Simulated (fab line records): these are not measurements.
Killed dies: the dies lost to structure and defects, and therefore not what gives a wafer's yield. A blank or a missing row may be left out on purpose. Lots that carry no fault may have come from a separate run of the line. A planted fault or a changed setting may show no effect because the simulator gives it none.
fab line records	flow gf180mcu	part 1 of 2: steps 1 to 25 of 35
record lots=5	wafers=15	last_day=34
route steps=602 shown V5@559 TOP_METAL@567 PASSIVATION@587
lots untouched by any fault: they come from a run of this same line in which no faults occurred
start_h: hours from the record's opening day to when the first of the lot's shown wafers began	wait_h: hours since the lot's step before	" the same as in the row above	L1.1+2: a single row standing in for several wafers	- value missing, or start not given	* or withheld: withheld	< > ~ a bound
route shown NAME@n: names a module that has steps shown in the file, with the first one's number in the route	usual: the fault-free wafers' mean and standard deviation	same: alike in all rows	chamber/n: place in a boat	sites: each site's reading	_std_site: how widely they spread, as a standard deviation	_edge_site: the outer-site mean with the inner-site mean subtracted	radius_mm: for every site, how far away it sits from the centre of the wafer	mask NAME#n: copy n	behind: the tool/chamber that last shaped the wafer	hold: why the lot went on hold/how many hours it stayed there/how the hold came to an end	device: transistor that didn't switch, given as n, p or np	end of line: the route-end tests of the same wafers	step lacking rows: just its recipe	killed: dies that structure and defects cost at the first sort, which is not the same as the wafer's yield	map: a wafer's dies, marking killed ones x, the rest . and places with no die _
set.NAME: setting as actually run; set.NAME@STEP: the setting as run at that earlier step	model.NAME: the simulator's own value behind a step, which no gauge read
lots seen at some steps along the route; tables by step, rows by wafer
services: from which hour (start_h, from the record's first day; less than 0 if before it) a tool's chamber was out of use, for how many hours, and why
## steps
# step GF_V5_STRIP_19
# recipe chemistry=post_etch_residue_remover	time_s=1200	temp_c=72.5
lot.wafer	tool	chamber	start_h	wait_h
L077.3+5+6	wet_bench-01	0	659.89	0.0
L081.2+4+6	wet_bench-01	1	685.70	0.1
L084.1+2+4	wet_bench-03	0	709.95	0.1
L093.1+5+6	wet_bench-01	1	764.10	0.1
L094.1+3+6	wet_bench-04	0	771.84	0.1
# step GF_V5_CLEAN_20
# recipe chemistry=DIW	dry=n2_spin
lot.wafer	tool	chamber	start_h	wait_h
L077.3+5+6	wet_bench-04	1	660.23	0.0
L081.2+4+6	wet_bench-04	2	686.07	0.0
L084.1+2+4	wet_bench-01	0	710.35	0.0
L093.1+5+6	wet_bench-03	2	764.44	0.0
L094.1+3+6	wet_bench-01	1	772.19	0.0
# step GF_V5_SPUTTER_21
# recipe material=Ti	target_thk_nm=15	chamber_pressure_pa=5	power_w=2500	substrate_temp_c=200	time_s=80.02
# usual throttle_valve_pct=29.6/0.76
lot.wafer	tool	chamber	start_h	wait_h	throttle_valve_pct
L077.3	pvd_sputter-01	-	660.32	0.0	29.2
L077.5	"	-	"	"	29.1
L077.6	"	-	"	"	29.2
L081.2	pvd_sputter-01	-	686.16	0.0	31.3
L081.4	"	-	"	"	29.0
L081.6	"	-	"	"	29.1
L084.1	pvd_sputter-03	-	710.44	0.0	29.1
L084.2	"	-	"	"	29.7
L084.4	"	-	"	"	29.9
L093.1	pvd_sputter-03	-	764.54	0.0	30.1
L093.5	"	-	"	"	29.9
L093.6	"	-	"	"	30.3
L094.1	pvd_sputter-03	-	772.29	0.0	29.7
L094.3	"	-	"	"	30.5
L094.6	"	-	"	"	29.9
# step GF_V5_SPUTTER_22
# recipe material=TiN	target_thk_nm=10	chamber_pressure_pa=5	power_w=4000	time_s=40
# usual throttle_valve_pct=29.6/0.75
lot.wafer	tool	chamber	start_h	wait_h	throttle_valve_pct
L077.3	pvd_sputter-01	-	660.39	0.0	29.2
L077.5	"	-	"	"	28.9
L077.6	"	-	"	"	29.1
L081.2	pvd_sputter-01	-	686.22	0.0	31.5
L081.4	"	-	"	"	29.2
L081.6	"	-	"	"	28.8
L084.1	pvd_sputter-03	-	710.50	0.0	28.8
L084.2	"	-	"	"	29.4
L084.4	"	-	"	"	30.3
L093.1	pvd_sputter-03	-	764.60	0.0	30.1
L093.5	"	-	"	"	29.9
L093.6	"	-	"	"	30.3
L094.1	pvd_sputter-03	-	772.35	0.0	29.8
L094.3	"	-	"	"	30.2
L094.6	"	-	"	"	29.4
# step GF_V5_CVD_23
# recipe material=W	target_thk_nm=350	time_s=104.9	temp_c=400	pressure_torr=40
# usual heater_power_w=922/69
lot.wafer	tool	chamber	start_h	wait_h	heater_power_w
L077.3	cvd_w-02	0	660.46	0.1	893
L077.5	"	1	"	"	976
L077.6	"	0	"	"	894
L081.2	cvd_w-02	0	686.26	0.0	882
L081.4	"	1	"	"	1026
L081.6	"	1	"	"	996
L084.1	cvd_w-02	1	710.54	0.0	1028
L084.2	"	0	"	"	900
L084.4	"	1	"	"	1010
L093.1	cvd_w-02	0	764.64	0.0	890
L093.5	"	0	"	"	891
L093.6	"	1	"	"	1004
L094.1	cvd_w-02	0	772.39	0.0	897
L094.3	"	1	"	"	1008
L094.6	"	0	"	"	898
# step GF_V5_RS_MEAS_24
# recipe thk_meas_gauge=four-point-probe	reads=W_of_V5_CVD_23+TiN_of_V5_SPUTTER_22+Ti_of_V5_SPUTTER_21
# usual V5_W_RS=0.329/0.0036
lot.wafer	tool	chamber	start_h	wait_h	V5_W_RS[ohm/sq]
L077.3	film_metro-03	-	660.58	0.1	0.330
L077.5	"	-	"	"	0.333
L077.6	"	-	"	"	0.331
L081.2	film_metro-02	-	686.39	0.1	0.331
L081.4	"	-	"	"	0.331
L081.6	"	-	"	"	0.329
L084.1	film_metro-03	-	710.66	0.1	0.322
L084.2	"	-	"	"	0.325
L084.4	"	-	"	"	0.324
L093.1	film_metro-04	-	764.75	0.1	0.330
L093.5	"	-	"	"	0.331
L093.6	"	-	"	"	0.325
L094.1	film_metro-04	-	772.50	0.1	0.324
L094.3	"	-	"	"	0.324
L094.6	"	-	"	"	0.331
# step GF_V5_THK_MEAS_25
# recipe thk_meas_gauge=xrf	reads=W_of_V5_CVD_23
# usual V5_W_THK=343/4.3
lot.wafer	tool	chamber	start_h	wait_h	V5_W_THK[nm]
L077.3	film_metro-03	-	660.68	0.1	341
L077.5	"	-	"	"	342
L077.6	"	-	"	"	339
L081.2	film_metro-02	-	686.50	0.1	336
L081.4	"	-	"	"	336
L081.6	"	-	"	"	337
L084.1	film_metro-03	-	710.78	0.1	350
L084.2	"	-	"	"	347
L084.4	"	-	"	"	347
L093.1	film_metro-04	-	764.87	0.1	347
L093.5	"	-	"	"	345
L093.6	"	-	"	"	352
L094.1	film_metro-04	-	772.62	0.1	350
L094.3	"	-	"	"	347
L094.6	"	-	"	"	341
# step GF_V5_CMP_26
# recipe stop_on=SiO2	down_force_psi=3.5	platen_rpm=60	t_overpolish_s=15	target_thk_nm=0	pad_velocity_m_s=0.94248
# usual motor_current_A=11.1/1.8	overpolish_run_s=14.999/0.009	platen_rpm=60.00/0.043	slurry_flow_ml_min=150.0/0.44	time_to_endpoint_s=85/3.8
lot.wafer	tool	chamber	start_h	wait_h	motor_current_A	overpolish_run_s	platen_rpm	slurry_flow_ml_min	time_to_endpoint_s
L077.3	cmp-01	0	660.96	0.3	10.2	14.993	60.00	150.4	89
L077.5	"	1	"	"	10.0	14.978	60.00	150.2	81
L077.6	"	2	"	"	8.8	15.000	60.00	149.6	76
L081.2	cmp-01	0	686.57	0.1	9.8	14.999	60.01	149.9	93
L081.4	"	2	"	"	9.3	14.993	59.95	150.0	84
L081.6	"	1	"	"	10.3	15.010	60.04	150.7	87
L084.1	cmp-01	1	710.84	0.1	10.6	15.004	59.97	150.4	89
L084.2	"	2	"	"	9.3	15.001	60.01	149.5	84
L084.4	"	0	"	"	10.2	15.001	60.01	149.9	93
L093.1	cmp-01	3	765.03	0.1	15.3	14.991	59.96	149.9	78
L093.6	"	1	"	"	10.6	15.006	60.00	149.8	85
L093.5	"	2	"	"	9.0	15.008	60.03	150.1	78
L094.1	cmp-02	1	772.68	0.1	11.7	14.995	60.03	149.5	88
L094.3	"	2	"	"	12.0	14.988	59.99	150.8	86
L094.6	"	2	"	"	11.6	14.992	60.00	150.6	84
# step GF_TOP_METAL_SPUTTER_00
# recipe material=Ti	target_thk_nm=37.5	arriving_ion_energy_ev=80	substrate_temp_c=200	chamber_pressure_pa=2	power_w=4000	time_s=150
# usual throttle_valve_pct=29.8/0.64
lot.wafer	tool	chamber	start_h	wait_h	throttle_valve_pct
L077.3	pvd_sputter-03	-	661.11	0.1	30.2
L077.5	"	-	"	"	28.5
L077.6	"	-	"	"	29.6
L081.2	pvd_sputter-02	-	686.87	0.2	29.5
L081.4	"	-	"	"	29.5
L081.6	"	-	"	"	29.3
L084.1	pvd_sputter-04	-	711.14	0.2	29.5
L084.2	"	-	"	"	29.0
L084.4	"	-	"	"	28.9
L093.1	pvd_sputter-03	-	765.23	0.1	29.7
L093.5	"	-	"	"	30.3
L093.6	"	-	"	"	29.7
L094.1	pvd_sputter-02	-	772.98	0.2	29.3
L094.3	"	-	"	"	29.6
L094.6	"	-	"	"	29.9
# step GF_TOP_METAL_SPUTTER_01
# recipe material=TiN	target_thk_nm=30	power_w=6500	time_s=25	chamber_pressure_pa=0.4
# usual throttle_valve_pct=29.8/0.62
lot.wafer	tool	chamber	start_h	wait_h	throttle_valve_pct
L077.3	pvd_sputter-03	-	661.21	0.1	30.4
L077.5	"	-	"	"	28.9
L077.6	"	-	"	"	29.7
L081.2	pvd_sputter-02	-	686.97	0.1	29.9
L081.4	"	-	"	"	29.6
L081.6	"	-	"	"	29.7
L084.1	pvd_sputter-04	-	711.24	0.1	29.5
L084.2	"	-	"	"	29.2
L084.4	"	-	"	"	29.1
L093.1	pvd_sputter-03	-	765.33	0.1	29.7
L093.5	"	-	"	"	30.3
L093.6	"	-	"	"	29.7
L094.1	pvd_sputter-02	-	773.08	0.1	29.6
L094.3	"	-	"	"	29.4
L094.6	"	-	"	"	29.8
# step GF_TOP_METAL_SPUTTER_02
# recipe material=AlCu	target_thk_nm=900	power_w=10600	chamber_pressure_pa=0.3	substrate_temp_c=250	gas=Ar	time_s=47.82
# usual throttle_valve_pct=29.7/0.63
lot.wafer	tool	chamber	start_h	wait_h	throttle_valve_pct
L077.3	pvd_sputter-03	-	661.24	0.0	30.1
L077.5	"	-	"	"	28.9
L077.6	"	-	"	"	29.8
L081.2	pvd_sputter-02	-	687.00	0.0	29.7
L081.4	"	-	"	"	29.7
L081.6	"	-	"	"	29.4
L084.1	pvd_sputter-04	-	711.27	0.0	29.4
L084.2	"	-	"	"	29.0
L084.4	"	-	"	"	29.2
L093.1	pvd_sputter-03	-	765.36	0.0	29.9
L093.5	"	-	"	"	30.2
L093.6	"	-	"	"	29.6
L094.1	pvd_sputter-02	-	773.11	0.0	29.7
L094.3	"	-	"	"	29.4
L094.6	"	-	"	"	30.0
# step GF_TOP_METAL_SPUTTER_03
# recipe material=Ti	target_thk_nm=5	substrate_temp_c=300	chamber_pressure_pa=0.3	power_w=3000	time_s=3.3
# usual throttle_valve_pct=29.8/0.64
lot.wafer	tool	chamber	start_h	wait_h	throttle_valve_pct
L077.3	pvd_sputter-03	-	661.29	0.0	30.1
L077.5	"	-	"	"	28.7
L077.6	"	-	"	"	29.6
L081.2	pvd_sputter-02	-	687.04	0.0	29.4
L081.4	"	-	"	"	29.3
L081.6	"	-	"	"	29.1
L084.1	pvd_sputter-04	-	711.31	0.0	29.3
L084.2	"	-	"	"	29.2
L084.4	"	-	"	"	29.2
L093.1	pvd_sputter-03	-	765.40	0.0	29.8
L093.5	"	-	"	"	30.2
L093.6	"	-	"	"	30.0
L094.1	pvd_sputter-02	-	773.15	0.0	29.5
L094.3	"	-	"	"	29.5
L094.6	"	-	"	"	30.0
# step GF_TOP_METAL_SPUTTER_04
# recipe material=TiN	target_thk_nm=25	power_w=6500	time_s=20.8	chamber_pressure_pa=0.4
# usual throttle_valve_pct=29.8/0.63
lot.wafer	tool	chamber	start_h	wait_h	throttle_valve_pct
L077.3	pvd_sputter-03	-	661.31	0.0	30.2
L077.5	"	-	"	"	28.7
L077.6	"	-	"	"	29.6
L081.2	pvd_sputter-02	-	687.06	0.0	29.4
L081.4	"	-	"	"	29.3
L081.6	"	-	"	"	29.4
L084.1	pvd_sputter-04	-	711.33	0.0	29.3
L084.2	"	-	"	"	29.1
L084.4	"	-	"	"	29.2
L093.1	pvd_sputter-03	-	765.42	0.0	29.5
L093.5	"	-	"	"	30.2
L093.6	"	-	"	"	29.6
L094.1	pvd_sputter-02	-	773.17	0.0	29.6
L094.3	"	-	"	"	29.4
L094.6	"	-	"	"	29.5
# step GF_TOP_METAL_RS_MEAS_05
# recipe thk_meas_gauge=four-point-probe	reads=TiN_of_TOP_METAL_SPUTTER_04+Ti_of_TOP_METAL_SPUTTER_03+AlCu_of_TOP_METAL_SPUTTER_02+TiN_of_TOP_METAL_SPUTTER_01+Ti_of_TOP_METAL_SPUTTER_00
# usual TOP_METAL_ALCU_RS=0.0327/0.00045
lot.wafer	tool	chamber	start_h	wait_h	TOP_METAL_ALCU_RS[ohm/sq]
L077.3	film_metro-03	-	661.46	0.1	0.0328
L077.5	"	-	"	"	0.0328
L077.6	"	-	"	"	0.0325
L081.2	film_metro-01	-	687.11	0.0	0.0322
L081.4	"	-	"	"	0.0329
L081.6	"	-	"	"	0.0321
L084.1	film_metro-03	-	711.36	0.0	0.0324
L084.2	"	-	"	"	0.0332
L084.4	"	-	"	"	0.0333
L093.1	film_metro-03	-	765.45	0.0	0.0321
L093.5	"	-	"	"	0.0329
L093.6	"	-	"	"	0.0328
L094.1	film_metro-03	-	773.20	0.0	0.0324
L094.3	"	-	"	"	0.0318
L094.6	"	-	"	"	0.0323
# step GF_TOP_METAL_THK_MEAS_06
# recipe thk_meas_gauge=xrf	reads=AlCu_of_TOP_METAL_SPUTTER_02
# usual TOP_METAL_ALCU_THK=898/13
lot.wafer	tool	chamber	start_h	wait_h	TOP_METAL_ALCU_THK[nm]
L077.3	film_metro-03	-	661.56	0.1	901
L077.5	"	-	"	"	896
L077.6	"	-	"	"	910
L081.2	film_metro-01	-	687.22	0.1	908
L081.4	"	-	"	"	893
L081.6	"	-	"	"	908
L084.1	film_metro-03	-	711.48	0.1	906
L084.2	"	-	"	"	883
L084.4	"	-	"	"	879
L093.1	film_metro-03	-	765.57	0.1	914
L093.5	"	-	"	"	893
L093.6	"	-	"	"	894
L094.1	film_metro-03	-	773.32	0.1	905
L094.3	"	-	"	"	919
L094.6	"	-	"	"	909
# step GF_TOP_METAL_DEHYDRATE_07
# recipe temp_c=200	time_s=60
# usual resist_line_temp_C=23.02/0.098
lot.wafer	tool	chamber	start_h	wait_h	resist_line_temp_C
L077.3	litho_track-02	0	668.99	7.4	22.93
L077.5	"	0	"	"	23.09
L077.6	"	0	"	"	23.02
L081.2	litho_track-03	0	696.41	9.2	22.99
L081.4	"	0	"	"	23.02
L081.6	"	0	"	"	23.04
L084.1	litho_track-04	0	720.74	9.2	23.02
L084.2	"	0	"	"	23.15
L084.4	"	0	"	"	23.13
L093.1	litho_track-03	0	773.54	8.0	23.07
L093.5	"	0	"	"	23.22
L093.6	"	0	"	"	23.13
L094.1	litho_track-04	0	779.94	6.6	23.09
L094.3	"	0	"	"	23.16
L094.6	"	0	"	"	22.92
# step GF_TOP_METAL_HMDS_08
# recipe prime_time_s=60	prime_temp_c=120
# usual resist_line_temp_C=23.00/0.12
lot.wafer	tool	chamber	start_h	wait_h	resist_line_temp_C
L077.3	litho_track-02	0	669.14	0.1	23.10
L077.5	"	0	"	"	23.12
L077.6	"	0	"	"	23.06
L081.2	litho_track-03	0	696.56	0.1	23.00
L081.4	"	0	"	"	23.00
L081.6	"	0	"	"	23.00
L084.1	litho_track-04	0	720.89	0.1	23.01
L084.2	"	0	"	"	22.81
L084.4	"	0	"	"	22.99
L093.1	litho_track-03	0	773.69	0.1	22.78
L093.5	"	0	"	"	23.00
L093.6	"	0	"	"	23.18
L094.1	litho_track-04	0	780.09	0.1	22.99
L094.3	"	0	"	"	22.86
L094.6	"	0	"	"	22.86
# step GF_TOP_METAL_COAT_09
# recipe resist=NOVOLAK	spin_rpm=3000	resist_thk_nm=1500
# usual resist_line_temp_C=23.00/0.11
lot.wafer	tool	chamber	start_h	wait_h	resist_line_temp_C
L077.3	litho_track-02	0	669.29	0.1	23.09
L077.5	"	0	"	"	23.00
L077.6	"	0	"	"	23.06
L081.2	litho_track-03	0	696.71	0.1	22.81
L081.4	"	0	"	"	22.87
L081.6	"	0	"	"	22.81
L084.1	litho_track-04	0	721.04	0.1	22.96
L084.2	"	0	"	"	22.86
L084.4	"	0	"	"	23.07
L093.1	litho_track-03	0	773.84	0.1	22.93
L093.5	"	0	"	"	22.97
L093.6	"	0	"	"	23.01
L094.1	litho_track-04	0	780.24	0.1	23.20
L094.3	"	0	"	"	23.08
L094.6	"	0	"	"	23.24
# step GF_TOP_METAL_SOFTBAKE_10
# recipe temp_c=90	time_s=60	resist=NOVOLAK
# usual resist_line_temp_C=23.05/0.11
lot.wafer	tool	chamber	start_h	wait_h	resist_line_temp_C
L077.3	litho_track-02	0	669.44	0.1	23.14
L077.5	"	0	"	"	23.08
L077.6	"	0	"	"	23.20
L081.2	litho_track-03	0	696.86	0.1	23.19
L081.4	"	0	"	"	23.11
L081.6	"	0	"	"	23.20
L084.1	litho_track-04	0	721.19	0.1	23.16
L084.2	"	0	"	"	23.05
L084.4	"	0	"	"	23.04
L093.1	litho_track-03	0	773.99	0.1	22.99
L093.5	"	0	"	"	23.06
L093.6	"	0	"	"	23.02
L094.1	litho_track-04	0	780.39	0.1	23.19
L094.3	"	0	"	"	22.99
L094.6	"	0	"	"	23.05
# step GF_TOP_METAL_EXPOSE_11
# recipe mask_id=MetalTop	target_cd_nm=440	na=0.6	source_shape=conventional	sigma_outer=0.6	dose_mj=170
# usual exposure_dose_mJ_cm2=170.04/0.16	reticle_temp_C=23.02/0.11
lot.wafer	tool	chamber	start_h	wait_h	mask	exposure_dose_mJ_cm2	reticle_temp_C
L077.3	iline_stepper-02	0	-	-	MetalTop#0	170.23	23.00
L077.5	"	0	"	"	MetalTop#0	170.12	23.02
L077.6	"	0	"	"	MetalTop#0	169.99	23.10
L081.2	iline_stepper-02	0	-	-	MetalTop#0	170.29	23.02
L081.4	"	0	"	"	MetalTop#0	170.31	23.06
L081.6	"	0	"	"	MetalTop#0	170.00	23.07
L084.1	iline_stepper-01	0	-	-	MetalTop#0	169.98	23.14
L084.2	"	0	"	"	MetalTop#0	170.09	22.93
L084.4	"	0	"	"	MetalTop#0	169.96	23.09
L093.1	iline_stepper-02	0	-	-	MetalTop#0	169.73	23.06
L093.5	"	0	"	"	MetalTop#0	169.83	23.18
L093.6	"	0	"	"	MetalTop#0	169.86	23.06
L094.1	iline_stepper-02	0	-	-	MetalTop#0	170.06	23.11
L094.3	"	0	"	"	MetalTop#0	170.09	23.08
L094.6	"	0	"	"	MetalTop#0	169.80	23.03
# step GF_TOP_METAL_PEB_12
# recipe temp_c=withheld	time_s=*	resist=NOVOLAK
# usual resist_line_temp_C=*
lot.wafer	tool	chamber	start_h	wait_h	resist_line_temp_C
L077.3	litho_track-04	0	-	-	*
L077.5	"	0	"	"	*
L077.6	"	0	"	"	*
L081.2	litho_track-03	0	-	-	*
L081.4	"	0	"	"	*
L081.6	"	0	"	"	*
L084.1	litho_track-02	0	-	-	*
L084.2	"	0	"	"	*
L084.4	"	0	"	"	*
L093.1	litho_track-02	0	-	-	*
L093.5	"	0	"	"	*
L093.6	"	0	"	"	*
L094.1	litho_track-02	0	-	-	*
L094.3	"	0	"	"	*
L094.6	"	0	"	"	*
# step GF_TOP_METAL_DEVELOP_13
# recipe develop_time_s=60	dev_temp_c=23
# usual resist_line_temp_C=22.99/0.1
# same develop_time_s=60
lot.wafer	tool	chamber	start_h	wait_h	resist_line_temp_C
L077.3	litho_track-04	0	679.74	0.1	22.96
L077.5	"	0	"	"	22.78
L077.6	"	0	"	"	22.72
L081.2	litho_track-03	0	705.16	0.1	23.00
L081.4	"	0	"	"	22.95
L081.6	"	0	"	"	22.93
L084.1	litho_track-02	0	728.84	0.1	22.99
L084.2	"	0	"	"	23.07
L084.4	"	0	"	"	23.06
L093.1	litho_track-02	0	781.44	0.1	23.08
L093.5	"	0	"	"	23.08
L093.6	"	0	"	"	22.95
L094.1	litho_track-02	0	787.79	0.1	22.95
L094.3	"	0	"	"	23.03
L094.6	"	0	"	"	22.93
# step GF_TOP_METAL_CD_MEAS_14
# recipe target_cd_nm=440
# usual cd_nm=439.5/2.4
lot.wafer	tool	chamber	start_h	wait_h	cd_nm
L077.3	cd_sem-01	-	679.88	0.1	441.4
L077.5	"	-	"	"	437.7
L077.6	"	-	"	"	436.5
L081.2	cd_sem-01	-	705.31	0.1	440.0
L081.4	"	-	"	"	437.5
L081.6	"	-	"	"	436.9
L084.1	cd_sem-01	-	728.99	0.1	440.6
L084.2	"	-	"	"	438.6
L084.4	"	-	"	"	439.5
L093.1	cd_sem-01	-	781.59	0.1	441.4
L093.5	"	-	"	"	439.6
L093.6	"	-	"	"	437.7
L094.1	cd_sem-01	-	787.96	0.1	434.1
L094.3	"	-	"	"	433.7
L094.6	"	-	"	"	434.3
# step GF_TOP_METAL_OVL_MEAS_15
# usual TOP_METAL_OVL=-0.8/1.1
lot.wafer	tool	chamber	start_h	wait_h	TOP_METAL_OVL[nm]
L077.3	overlay-02	-	679.97	0.1	-1.2
L077.5	"	-	"	"	-1.7
L077.6	"	-	"	"	-2.0
L081.2	overlay-02	-	705.41	0.1	-2.1
L081.4	"	-	"	"	-2.3
L081.6	"	-	"	"	-2.7
L084.1	overlay-01	-	729.14	0.1	-2.7
L084.2	"	-	"	"	-2.4
L084.4	"	-	"	"	-3.0
L093.1	overlay-02	-	781.71	0.1	-0.1
L093.5	"	-	"	"	0.2
L093.6	"	-	"	"	-0.3
L094.1	overlay-01	-	788.08	0.1	-1.8
L094.3	"	-	"	"	-2.7
L094.6	"	-	"	"	-2.6
# step GF_TOP_METAL_METAL_ETCH_16
# recipe chemistry=Cl2/BCl3	mask_material=NOVOLAK	target_depth_nm=1197	stop_on=SiO2	pressure_mtorr=8	icp_w=800	bias_w=140	Cl2_flow_sccm=80	bcl3_flow_sccm=40	time_s=199.5
# usual drypump_motor_current_A=5.8/0.34	oes_product_au=0.989/0.0057	throttle_valve_pct=28.231/0.011
lot.wafer	tool	chamber	start_h	wait_h	drypump_motor_current_A	oes_product_au	rf_hours_counter_h	throttle_valve_pct
L077.3	rie_metal-04	1	680.06	0.1	5.5	0.999	-	28.228
L077.5	"	0	"	"	5.2	0.992	-	28.256
L077.6	"	1	"	"	5.6	0.994	-	28.221
L081.2	rie_metal-01	0	705.51	0.1	5.9	0.991	-	28.217
L081.4	"	0	"	"	5.9	0.989	-	28.227
L081.6	"	0	"	"	5.9	0.996	-	28.231
L084.1	rie_metal-04	1	729.17	0.0	5.6	0.995	10	28.229
L084.2	"	0	"	"	5.1	0.997	14	28.224
L084.4	"	1	"	"	5.6	0.985	-	28.248
L093.1	rie_metal-04	1	781.75	0.0	5.5	0.986	13	28.231
L093.5	"	0	"	"	5.1	0.997	-	28.213
L093.6	"	1	"	"	5.5	0.989	-	28.252
L094.1	rie_metal-01	1	788.11	0.0	6.2	0.987	6	28.221
L094.3	"	0	"	"	5.9	0.995	-	28.208
L094.6	"	1	"	"	6.1	0.988	-	28.232
